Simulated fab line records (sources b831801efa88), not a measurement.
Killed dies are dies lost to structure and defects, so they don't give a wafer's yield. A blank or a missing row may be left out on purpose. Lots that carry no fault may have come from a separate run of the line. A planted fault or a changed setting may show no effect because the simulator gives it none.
Tool commonality check / flow sky130 / Sample size 13 lots and 45 wafers

REASON FOR OPENING
2 of 13 lots carry a flag on the reading VIA2_HDPCVD_THK at SKY_VIA2_THK_MEAS_01. No-fault wafers: 1181 nm, standard deviation 13.
Rule: a lot is flagged when every wafer of it that has a number lies more than 4 standard deviations from that mean, or none has a number. All remaining lots are regarded as sound.

lot=L538; measured=day 35 23:16; on=filmMetro-01; VIA2_HDPCVD_THK (nm), wafer by wafer=1186 1193 1193; flag=
lot=L540; measured=day 36 13:29; on=filmMetro-03; VIA2_HDPCVD_THK (nm), wafer by wafer=1158 1179 1197; flag=
lot=L541; measured=day 36 22:58; on=filmMetro-03; VIA2_HDPCVD_THK (nm), wafer by wafer=1179 1165 1164; flag=
lot=L542; measured=day 37 06:50; on=filmMetro-03; VIA2_HDPCVD_THK (nm), wafer by wafer=1167 1188 1178; flag=
lot=L544; measured=day 37 20:28; on=filmMetro-03; VIA2_HDPCVD_THK (nm), wafer by wafer=1181 1166 1174; flag=
lot=L543; measured=day 37 21:12; on=filmMetro-04; VIA2_HDPCVD_THK (nm), wafer by wafer=1185 1209 1192; flag=
lot=L546; measured=day 38 19:16; on=filmMetro-03; VIA2_HDPCVD_THK (nm), wafer by wafer=1184 1180 1176; flag=
lot=L547; measured=day 38 20:43; on=filmMetro-03; VIA2_HDPCVD_THK (nm), wafer by wafer=1189 1167 1192; flag=
lot=L548; measured=day 39 05:52; on=filmMetro-01; VIA2_HDPCVD_THK (nm), wafer by wafer=1182 1170 1172; flag=
lot=L549; measured=day 39 13:12; on=filmMetro-01; VIA2_HDPCVD_THK (nm), wafer by wafer=1182 1159 1171; flag=
lot=L550; measured=day 39 17:43; on=filmMetro-03; VIA2_HDPCVD_THK (nm), wafer by wafer=596 585 594 596 585 593; flag=FLAGGED
lot=L551; measured=day 40 05:30; on=filmMetro-04; VIA2_HDPCVD_THK (nm), wafer by wafer=590 564 587 590 564 587; flag=FLAGGED
lot=L556; measured=day 41 06:41; on=filmMetro-01; VIA2_HDPCVD_THK (nm), wafer by wafer=1180 1199 1185; flag=
Average over the flagged lots: 586 nm; offset from the usual -595 nm, equal to -46 standard deviations.

WHICH TOOL RAN EACH LOT
Before the reading, the record contains 2 process steps out of a 708-step route. Each cell gives the tool, then ch followed by the chambers the sampled wafers passed through, then the start.
lot=L538; flag=; SKY_METAL2_SPUTTER_01=pvdSputter-01, day 34 19:19; SKY_VIA2_HDPCVD_00=hdpcvd-02 ch 0,2, day 35 23:04
lot=L540; flag=; SKY_METAL2_SPUTTER_01=pvdSputter-03, day 35 09:41; SKY_VIA2_HDPCVD_00=hdpcvd-01 ch 0,1,2, day 36 13:20
lot=L541; flag=; SKY_METAL2_SPUTTER_01=pvdSputter-03, day 35 20:09; SKY_VIA2_HDPCVD_00=hdpcvd-02 ch 0,1,2, day 36 22:50
lot=L542; flag=; SKY_METAL2_SPUTTER_01=pvdSputter-02, day 36 03:42; SKY_VIA2_HDPCVD_00=hdpcvd-01 ch 0,2, day 37 06:43
lot=L544; flag=; SKY_METAL2_SPUTTER_01=pvdSputter-03, day 36 17:49; SKY_VIA2_HDPCVD_00=hdpcvd-01 ch 0,1,2, day 37 20:20
lot=L543; flag=; SKY_METAL2_SPUTTER_01=pvdSputter-02, day 36 18:11; SKY_VIA2_HDPCVD_00=hdpcvd-02 ch 0,1,2, day 37 21:06
lot=L546; flag=; SKY_METAL2_SPUTTER_01=pvdSputter-01, day 37 16:13; SKY_VIA2_HDPCVD_00=hdpcvd-01 ch 0,2, day 38 19:07
lot=L547; flag=; SKY_METAL2_SPUTTER_01=pvdSputter-02, day 37 18:55; SKY_VIA2_HDPCVD_00=hdpcvd-02 ch 0,1,2, day 38 20:35
lot=L548; flag=; SKY_METAL2_SPUTTER_01=pvdSputter-03, day 38 03:07; SKY_VIA2_HDPCVD_00=hdpcvd-01 ch 0,1,2, day 39 05:46
lot=L549; flag=; SKY_METAL2_SPUTTER_01=pvdSputter-01, day 38 11:16; SKY_VIA2_HDPCVD_00=hdpcvd-02 ch 0,2, day 39 13:04
lot=L550; flag=FLAGGED; SKY_METAL2_SPUTTER_01=pvdSputter-03, day 38 15:56; SKY_VIA2_HDPCVD_00=hdpcvd-02 ch 0,1,2, day 39 17:35
lot=L551; flag=FLAGGED; SKY_METAL2_SPUTTER_01=pvdSputter-02, day 39 03:28; SKY_VIA2_HDPCVD_00=hdpcvd-02 ch 0,2, day 40 05:22
lot=L556; flag=; SKY_METAL2_SPUTTER_01=pvdSputter-03, day 40 04:32; SKY_VIA2_HDPCVD_00=hdpcvd-01 ch 0,1,2, day 41 06:34
These steps, and what they do:
- SKY_METAL2_SPUTTER_01: material TiN, target thk 20 nm, time 16.7 s.
- SKY_VIA2_HDPCVD_00: deposits SiO2, target thk 1180 nm, time 196.7 s.
- SKY_VIA2_THK_MEAS_01

FLAGGED OVER TOTAL, TOOL BY TOOL (the gauges that took the reading come last)
step=SKY_METAL2_SPUTTER_01; tool=pvdSputter-01; lots run=3; flagged=0; share of the flagged lots=none; sound lots run after its first flagged lot=-
step=SKY_METAL2_SPUTTER_01; tool=pvdSputter-02; lots run=4; flagged=1; share of the flagged lots=some; sound lots run after its first flagged lot=0
step=SKY_METAL2_SPUTTER_01; tool=pvdSputter-03; lots run=6; flagged=1; share of the flagged lots=some; sound lots run after its first flagged lot=1 (L556)
step=SKY_VIA2_HDPCVD_00; tool=hdpcvd-01; lots run=6; flagged=0; share of the flagged lots=none; sound lots run after its first flagged lot=-
step=SKY_VIA2_HDPCVD_00; tool=hdpcvd-02; lots run=7; flagged=2; share of the flagged lots=all; sound lots run after its first flagged lot=0
step=SKY_VIA2_THK_MEAS_01; tool=filmMetro-01; lots run=4; flagged=0; share of the flagged lots=none; sound lots run after its first flagged lot=-
step=SKY_VIA2_THK_MEAS_01; tool=filmMetro-03; lots run=7; flagged=1; share of the flagged lots=some; sound lots run after its first flagged lot=0
step=SKY_VIA2_THK_MEAS_01; tool=filmMetro-04; lots run=2; flagged=1; share of the flagged lots=some; sound lots run after its first flagged lot=0

WHAT THE TABLE ALLOWS
All flagged lots share 1 row of the table, namely hdpcvd-02 at SKY_VIA2_HDPCVD_00.
- hdpcvd-02 at SKY_VIA2_HDPCVD_00 ran 7 lots, 2 of them flagged. Last sound lot L549 at day 39 13:04, first flagged lot L550 at day 39 17:35; a fault beginning in between fits.
hdpcvd-02 at SKY_VIA2_HDPCVD_00 is the single tool remaining.

WHAT WAS PUT IN BY THE SIMULATOR
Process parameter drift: hdpcvd-02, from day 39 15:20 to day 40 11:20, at SKY_VIA2_HDPCVD_00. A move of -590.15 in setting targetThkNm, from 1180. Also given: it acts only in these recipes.
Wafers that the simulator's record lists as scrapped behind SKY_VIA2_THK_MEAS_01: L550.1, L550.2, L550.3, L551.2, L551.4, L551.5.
Struck lots among those shown: L550, L551. The rule given above showed the same thing.
